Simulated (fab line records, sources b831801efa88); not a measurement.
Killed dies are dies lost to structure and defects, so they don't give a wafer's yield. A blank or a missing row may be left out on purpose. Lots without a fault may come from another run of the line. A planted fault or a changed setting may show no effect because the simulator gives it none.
One fault seen from 2 desks | flow sky130 | each desk has only its own numbers; what lay behind them comes last

THE METROLOGY DESK
What the gauges read, lot by lot, whatever tool the lot ran on: means of the sampled wafers that have a number. A lot is out of limits, marked OUT, if its mean lies more than 4 standard deviations from the usual mean; the brackets give that distance.
Columns: A = cd_nm at SKY_METAL4_CD_MEAS_13, usual 300.0 nm; B = METAL4_OVL at SKY_METAL4_OVL_MEAS_14, usual -1 nm
lot  | first seen here | A     | B
L822 | day 41 21:20    | 301.3 | -3
L826 | day 43 02:47    | 299.3 | 5
L828 | day 43 21:42    | 299.4 | -1
L830 | day 44 05:43    | 299.2 | -7
L840 | day 48 00:11    | 300.1 | -3
L843 | day 48 01:06    | 298.5 | -3
This desk's finding: nothing out of limits on any of the 6 lots.

THE TOOL OWNER'S DESK: rie_metal-03
The tool's own readings at SKY_METAL4_ETCH_16 (etches BARC in N2/H2, stops on SiO2, time 88.2 s, target depth 60 nm): means of the sampled wafers that have a number, for each lot that ran on this tool. A lot is out of limits, marked OUT, if its mean lies more than 4 standard deviations from the usual mean; the brackets give that distance.
Columns: A = bias_w at SKY_METAL4_ETCH_16, usual 100.1 W; B = drypump_motor_current_A at SKY_METAL4_ETCH_16, usual 6.0 A; C = h2_flow_sccm at SKY_METAL4_ETCH_16, usual 200.0 sccm; D = oes_product_au at SKY_METAL4_ETCH_16, usual 0.626 a.u.; E = rf_fwd_power_W at SKY_METAL4_ETCH_16, usual 496.3 W; F = throttle_valve_pct at SKY_METAL4_ETCH_16, usual 13.204 %
lot  | first seen here | A               | B   | C     | D     | E     | F
L826 | day 43 02:58    | 100.2           | 6.6 | 200.5 | 0.619 | 497.2 | 13.206
L828 | day 43 21:52    | 106.0 (+17) OUT | 6.6 | 200.6 | 0.624 | 497.1 | 13.202
L830 | day 44 05:55    | 105.9 (+16) OUT | 6.6 | 200.4 | 0.625 | 496.8 | 13.200
L843 | day 48 01:16    | 99.9            | 6.3 | 199.7 | 0.630 | 496.2 | 13.201
This desk's finding: out of limits on L828, L830; first on L828, day 43 21:52 (bias_w at SKY_METAL4_ETCH_16). In limits: L826, L843.

PUT TOGETHER
The tool owner's desk could have raised an alarm at day 43 21:52, on L828, L830.
The metrology desk saw nothing out of limits.
The metrology desk has L828, L830 on record, within its limits.
Of the lots named, all ran SKY_METAL4_ETCH_16 on rie_metal-03.

WHAT THE SIMULATOR HAD PUT IN
Process parameter drift: rie_metal-03, from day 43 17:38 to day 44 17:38, at SKY_METAL4_ETCH_16. Setting bias_w, moved by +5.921, from 100. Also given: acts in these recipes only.
Lots struck among those shown: L828, L830.
Hours from the fault's start to each desk's first reading out of limits: the tool owner's desk, 4.
